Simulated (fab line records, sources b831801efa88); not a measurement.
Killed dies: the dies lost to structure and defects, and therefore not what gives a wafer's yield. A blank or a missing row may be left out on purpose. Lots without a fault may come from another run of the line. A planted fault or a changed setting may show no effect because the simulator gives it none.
What tool caused it? | flow gf180mcu | 13 lots with 39 wafers sampled at 4 steps, on a route of 602 steps

## WHAT EACH GAUGE READ, for each wafer
GF_PASSIVATION_THK_MEAS_01.
lot  | measured     | on            | PASSIVATION_CVD_00_THK (nm)
L709 | day 28 02:10 | film-metro-03 | 1011 1003 1013
L710 | day 28 12:28 | film-metro-04 | 996 996 999
L711 | day 28 17:49 | film-metro-04 | 1005 1023 1003
L712 | day 29 11:22 | film-metro-03 | 983 997 995
L713 | day 29 11:40 | film-metro-04 | 995 1012 1009
L715 | day 30 01:43 | film-metro-02 | 984 989 990
L719 | day 31 06:10 | film-metro-04 | 998 986 1015
L720 | day 31 11:34 | film-metro-03 | 1002 1010 1009
L726 | day 32 23:55 | film-metro-03 | 978 989 1005
L728 | day 33 09:10 | film-metro-03 | 984 1005 1021
L730 | day 33 21:38 | film-metro-02 | 989 1005 1015
L731 | day 34 03:26 | film-metro-04 | 1014 1001 995
L732 | day 34 07:21 | film-metro-02 | 995 999 991

## EACH LOT AND THE TOOL THAT RAN IT (in order: tool; ch and the chambers of the sampled wafers; start)
lot  | GF_VT_IMPLANT_CLEAN_44          | GF_V4_CMP_26                  | GF_MIM_SPUTTER_08
L709 | wet-bench-03 ch 1, day 7 12:17  | cmp-02 ch 1,2,3, day 24 09:28 | pvd-sputter-01, day 24 09:59
L710 | wet-bench-04 ch 3, day 7 19:16  | cmp-01 ch 1,2,3, day 24 20:07 | pvd-sputter-03, day 24 20:46
L711 | wet-bench-04 ch 0, day 8 02:35  | cmp-01 ch 0,1,2, day 25 01:53 | pvd-sputter-04, day 25 02:33
L712 | wet-bench-03 ch 2, day 8 10:25  | cmp-02 ch 0,1, day 25 15:55   | pvd-sputter-03, day 25 16:35
L713 | wet-bench-01 ch 0, day 8 15:40  | cmp-01 ch 0,1,2, day 25 22:58 | pvd-sputter-03, day 25 23:32
L715 | wet-bench-01 ch 0, day 9 04:47  | cmp-01 ch 0,1,2, day 26 13:05 | pvd-sputter-04, day 26 13:44
L719 | wet-bench-01 ch 0, day 10 08:24 | cmp-01 ch 0,1,2, day 27 21:01 | pvd-sputter-04, day 27 21:40
L720 | wet-bench-01 ch 2, day 10 17:37 | cmp-01 ch 2,3, day 28 03:42   | pvd-sputter-04, day 28 04:24
L726 | wet-bench-03 ch 0, day 12 07:27 | cmp-02 ch 0,1,2, day 29 21:07 | pvd-sputter-01, day 29 21:46
L728 | wet-bench-03 ch 3, day 12 21:40 | cmp-02 ch 0,3, day 30 09:17   | pvd-sputter-04, day 30 09:56
L730 | wet-bench-04 ch 2, day 13 11:58 | cmp-02 ch 0,3, day 30 23:43   | pvd-sputter-04, day 31 00:19
L731 | wet-bench-03 ch 3, day 13 19:50 | cmp-01 ch 0,2,3, day 31 05:42 | pvd-sputter-03, day 31 06:16
L732 | wet-bench-04 ch 2, day 14 00:39 | cmp-01 ch 1,3, day 31 08:53   | pvd-sputter-03, day 31 09:34
- GF_VT_IMPLANT_CLEAN_44: cleans in SC1/SC2, time 150 s.
- GF_V4_CMP_26: polishes, stops on SiO2, t overpolish 15 s, target thk 0 nm.
- GF_MIM_SPUTTER_08: material AlCu, target thk 200 nm, time 10.6 s.

## WHAT THE TOOLS THEMSELVES READ (means of the sampled wafers that have a number; where no wafer has one, the mark that the record gives instead)
GF_V4_CMP_26.
lot  | tool   | motor-current-A (A) | overpolish-run-s (s) | retaining-ring-pressure-frac | time-to-endpoint-s (s)
L709 | cmp-02 | 11.7                | 14.998               | 1.003                        | 88.0
L710 | cmp-01 | 11.2                | 15.005               | 1.000                        | 86.5
L711 | cmp-01 | 11.4                | 14.995               | 1.005                        | 84.4
L712 | cmp-02 | 10.9                | 15.001               | 0.999                        | 85.7
L713 | cmp-01 | 11.5                | 15.007               | 0.998                        | 82.2
L715 | cmp-01 | 11.3                | 14.997               | 1.002                        | 81.5
L719 | cmp-01 | 11.3                | 15.000               | 0.995                        | 86.5
L720 | cmp-01 | 11.7                | 14.996               | 0.999                        | 85.0
L726 | cmp-02 | 11.3                | 15.006               | 0.999                        | 86.2
L728 | cmp-02 | 10.5                | 15.003               | 0.997                        | 88.2
L730 | cmp-02 | 10.5                | 15.002               | 0.998                        | 88.2
L731 | cmp-01 | 10.9                | 14.994               | 1.004                        | 88.5
L732 | cmp-01 | 10.0                | 15.001               | 1.002                        | 87.8

GF_MIM_SPUTTER_08.
lot  | tool           | throttle-valve-pct (%)
L709 | pvd-sputter-01 | 28.9
L710 | pvd-sputter-03 | 29.6
L711 | pvd-sputter-04 | 30.6
L712 | pvd-sputter-03 | 29.6
L713 | pvd-sputter-03 | 29.7
L715 | pvd-sputter-04 | 30.0
L719 | pvd-sputter-04 | 30.4
L720 | pvd-sputter-04 | 30.4
L726 | pvd-sputter-01 | 29.6
L728 | pvd-sputter-04 | 30.3
L730 | pvd-sputter-04 | 30.4
L731 | pvd-sputter-03 | 29.5
L732 | pvd-sputter-03 | 29.6

## THE ANSWER, worked out from the rows above alone
Rule: what is usual is taken from the lots themselves. The widest of any qualifying gaps counts: lots, ordered by their means at a reading, are off when they make up no more than a third of the lots, leave a main group of 4 or more, and stand apart from it by 3 or more times the standard deviation of that group's means. Not used: any main group whose means are identical at the precision the tables above print for the reading. Also off: a lot with no number at a reading for which 4 or more lots have one. All remaining lots with rows at the step are treated as sound. The gauges are gone through in route order, then the tools' own readings, and for those a lot's mean is taken as printed above. At the first step where some lot is off, the reading lying furthest off is the one used; lots without a number count as furthest.
No lot is off on any of the readings shown, so nothing can be concluded from this.

## WHAT THE SIMULATOR HAD INSERTED
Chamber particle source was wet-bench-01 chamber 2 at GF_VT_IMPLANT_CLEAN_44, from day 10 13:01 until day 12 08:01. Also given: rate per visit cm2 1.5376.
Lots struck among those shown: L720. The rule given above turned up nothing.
